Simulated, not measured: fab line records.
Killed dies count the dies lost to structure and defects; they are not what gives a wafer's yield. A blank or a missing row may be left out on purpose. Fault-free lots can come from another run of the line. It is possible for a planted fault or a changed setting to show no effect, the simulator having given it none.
Which of the tools did it? | flow sky130 | 33 wafers from 11 lots sampled at 2 of the route's 708 steps

## WHAT THE GAUGES SHOWED, per wafer
SKY_VIA4_THK_MEAS_20: measures by xrf. Usual: for VIA4_W_THK the level is 498 nm and the standard deviation is 6.8.
lot  | measured     | on           | VIA4_W_THK (nm) | flag
L849 | day 43 00:37 | filmMetro-02 | 490 490 485     | 
L851 | day 43 17:28 | filmMetro-04 | 495 490 498     | 
L853 | day 44 10:26 | filmMetro-04 | 500 504 496     | 
L855 | day 44 21:41 | filmMetro-04 | 485 494 485     | 
L856 | day 44 21:01 | filmMetro-02 | 505 507 502     | 
L858 | day 45 23:36 | filmMetro-01 | 503 509 510     | 
L865 | day 47 12:02 | filmMetro-04 | 487 492 493     | 
L866 | day 47 13:45 | filmMetro-02 | 515 504 505     | 
L868 | day 48 04:20 | filmMetro-02 | 501 506 501     | 
L869 | day 48 08:44 | filmMetro-02 | 497 499 495     | 
L872 | day 48 19:44 | filmMetro-01 | 500 496 497     | 

## EACH LOT AND THE TOOL THAT RAN IT (in order: tool; ch and the chambers of the sampled wafers; start)
lot  | SKY_VT_ADJUST_HVTR_STRIP_10
L849 | plasmaAsher-02 ch 0,1, day 9 13:13
L851 | plasmaAsher-02 ch 0,1, day 10 03:14
L853 | plasmaAsher-01 ch 0,1, day 10 22:01
L855 | plasmaAsher-04 ch 0,1, day 11 12:23
L856 | plasmaAsher-02 ch 0,1, day 11 17:04
L858 | plasmaAsher-04 ch 0,1, day 12 12:05
L865 | plasmaAsher-04 ch 0, day 14 13:46
L866 | plasmaAsher-04 ch 1, day 14 18:43
L868 | plasmaAsher-02 ch 0,1, day 15 13:34
L869 | plasmaAsher-02 ch 0,1, day 15 19:13
L872 | plasmaAsher-01 ch 0,1, day 16 13:53
- SKY_VT_ADJUST_HVTR_STRIP_10: strips in O2/N2.

## WHAT THE TOOLS THEMSELVES READ (means of the sampled wafers that have a number; where no wafer has one, the mark that the record gives instead)
SKY_VT_ADJUST_HVTR_STRIP_10. Usual: chamberPressureMTorr 1500.1 mTorr, standard deviation 1.3; drypumpMotorCurrentA 5.4 A, standard deviation 0.31; oesProductAu 0.716 a.u., standard deviation 0.0045; stripTimeToEndpointS 14.17 s, standard deviation 0.038.
lot  | tool           | chamberPressureMTorr (mTorr) | drypumpMotorCurrentA (A) | oesProductAu (a.u.) | stripTimeToEndpointS (s) | flag
L849 | plasmaAsher-02 | 1500.8                       | 5.7                      | 0.711               | 14.13                    | 
L851 | plasmaAsher-02 | 1500.4                       | 5.4                      | 0.712               | 14.21                    | 
L853 | plasmaAsher-01 | 1499.2                       | 5.4                      | 0.717               | 14.12                    | 
L855 | plasmaAsher-04 | 1500.2                       | 5.3                      | 0.711               | 14.14                    | 
L856 | plasmaAsher-02 | 1501.0                       | 5.6                      | 0.715               | 14.16                    | 
L858 | plasmaAsher-04 | 1500.1                       | 5.3                      | 0.713               | 14.19                    | 
L865 | plasmaAsher-04 | 1500.0                       | 5.1                      | 0.714               | 14.20                    | 
L866 | plasmaAsher-04 | 1500.7                       | 5.6                      | 0.713               | 14.18                    | 
L868 | plasmaAsher-02 | 1500.6                       | 5.4                      | 0.719               | 14.16                    | 
L869 | plasmaAsher-02 | 1500.4                       | 5.7                      | 0.714               | 14.16                    | 
L872 | plasmaAsher-01 | 1500.6                       | 5.4                      | 0.714               | 14.16                    | 

## THE ANSWER, worked out from the rows above alone
Rule: take the mean of a lot's wafers that have a number; if it is more than 3 standard deviations from the usual mean, the lot is off. Also off: a lot with no number at a reading for which 4 or more lots have one. Any other lot the step has rows for is counted as sound. The gauges are gone through in route order, then the tools' own readings, and for those a lot's mean is taken as printed above. The first step at which some lot is off is used, and at that step the reading that is off furthest; a lot without a number counts as furthest.
No lot is off at any reading shown: from this, nothing can be told.

## WHAT THE SIMULATOR HAD PUT IN
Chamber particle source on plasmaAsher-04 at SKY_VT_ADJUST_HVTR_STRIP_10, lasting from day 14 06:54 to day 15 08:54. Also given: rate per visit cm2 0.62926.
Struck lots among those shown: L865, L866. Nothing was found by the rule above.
